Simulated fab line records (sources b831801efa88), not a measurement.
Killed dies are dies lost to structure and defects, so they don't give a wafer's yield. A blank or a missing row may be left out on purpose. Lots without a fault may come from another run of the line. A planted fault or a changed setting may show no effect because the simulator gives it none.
Chamber matching / flow sfq-line / 4 sister chambers for SFQ_TRILAYER_I2_VIA_BARC_OPEN_VIA_ETCH_096 on rie-diel-04
The step etches BARC in O2, target depth 125 nm, time 40.49 s. 7 wafers are shown with their chamber, then 7 later ones without.

== EACH WAFER AND ITS CHAMBER ==
wafer=L313.3; chamber=2; rf-fwd-power-W (W)=495.9; bias-w (W)=79.82
wafer=L313.4; chamber=0; rf-fwd-power-W (W)=492.1; bias-w (W)=79.74
wafer=L320.1; chamber=1; rf-fwd-power-W (W)=495.3; bias-w (W)=80.01
wafer=L320.3; chamber=3; rf-fwd-power-W (W)=493.6; bias-w (W)=80.08
wafer=L320.4; chamber=2; rf-fwd-power-W (W)=496.7; bias-w (W)=80.03
wafer=L321.1; chamber=3; rf-fwd-power-W (W)=495.8; bias-w (W)=79.82
wafer=L321.4; chamber=1; rf-fwd-power-W (W)=496.4; bias-w (W)=80.27

== WAFERS WITH NO CHAMBER GIVEN ==
wafer=L321.6; rf-fwd-power-W (W)=493.6; bias-w (W)=79.79
wafer=L325.1; rf-fwd-power-W (W)=495.7; bias-w (W)=80.31
wafer=L325.2; rf-fwd-power-W (W)=499.3; bias-w (W)=79.90
wafer=L325.4; rf-fwd-power-W (W)=493.0; bias-w (W)=80.05
wafer=L326.1; rf-fwd-power-W (W)=498.4; bias-w (W)=80.09
wafer=L326.2; rf-fwd-power-W (W)=497.8; bias-w (W)=79.67
wafer=L326.6; rf-fwd-power-W (W)=494.5; bias-w (W)=80.00

== EACH ONE'S CHAMBER ==
wafer=L321.6; from the rows above=can't be placed: 3 or 0 or 2 or 1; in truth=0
wafer=L325.1; from the rows above=can't be placed: 1 or 3 or 2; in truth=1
wafer=L325.2; from the rows above=can't be placed: 2 or 1 or 3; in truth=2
wafer=L325.4; from the rows above=can't be placed: 3 or 0 or 1 or 2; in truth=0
wafer=L326.1; from the rows above=can't be placed: 2 or 1 or 3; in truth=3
wafer=L326.2; from the rows above=can't be placed: 2 or 1 or 3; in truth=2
wafer=L326.6; from the rows above=can't be placed: 3 or 1 or 2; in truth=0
0 of 7 placed correctly. Cannot be placed on the basis of these rows: 7; the candidates contain the true chamber in 6. Wrongly placed: 0.
How it was worked out, from the rows above alone: a wafer's distance from a chamber is the root of the sum, over the readings, of the square of ((its reading less the chamber's mean) divided by the reading's scatter). The wafer belongs to the nearest chamber; if the next one is less than 2 further off, it can't be placed. For every chamber, the mean is computed from those of its wafers that are shown. The scatter is the square root of a quotient: the sum, over the shown wafers, of each reading's squared deviation from its chamber's mean, divided by wafers minus chambers.
